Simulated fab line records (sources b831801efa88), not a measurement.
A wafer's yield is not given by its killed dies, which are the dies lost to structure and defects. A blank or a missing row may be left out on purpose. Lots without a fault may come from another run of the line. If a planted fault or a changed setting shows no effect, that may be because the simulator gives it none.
Matching of chambers + flow gf180mcu + GF_STI_CMP_25 on cmp-01 has 4 sister chambers
The step polishes, stops on Si3N4, t overpolish 30.48 s, target thk 524.6 nm. 4 wafers are shown with their chamber, then 7 later ones without.

== WAFERS WITH THEIR CHAMBER ==
| wafer  | chamber | motor current A (A) |
|--------|---------|---------------------|
| L923.1 | 3       | 10.9                |
| L923.5 | 1       | 10.3                |
| L924.2 | 2       | 12.1                |
| L924.3 | 0       | 14.1                |

== WAFERS WHOSE CHAMBER IS MISSING ==
| wafer  | motor current A (A) |
|--------|---------------------|
| L924.4 | 10.0                |
| L927.1 | 12.1                |
| L927.2 | 9.7                 |
| L927.4 | 10.4                |
| L931.1 | 10.5                |
| L931.2 | 10.5                |
| L931.6 | 13.6                |

== WHICH CHAMBER EACH WENT THROUGH ==
| wafer  | from the rows above     | in truth |
|--------|-------------------------|----------|
| L924.4 | can't be placed: 1 or 3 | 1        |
| L927.1 | 2                       | 2        |
| L927.2 | can't be placed: 1 or 3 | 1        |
| L927.4 | can't be placed: 1 or 3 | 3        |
| L931.1 | can't be placed: 1 or 3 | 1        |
| L931.2 | can't be placed: 1 or 3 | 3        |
| L931.6 | 0                       | 0        |
2 of 7 placed correctly. Cannot be placed on the basis of these rows: 5; the candidates contain the true chamber in 5. 0 placed wrongly.
How it was worked out, from the rows above alone: a wafer's distance from a chamber is the root of the sum, over the readings, of the square of ((its reading less the chamber's mean) divided by the reading's scatter). If the next closest chamber is less than 2 further off than the closest, the wafer can't be placed; otherwise it belongs to the closest. A chamber's mean is the mean of its shown wafers. The scatter: with one shown wafer a chamber, the root of the mean of the squares of how far each hidden wafer lies from its nearest shown one.
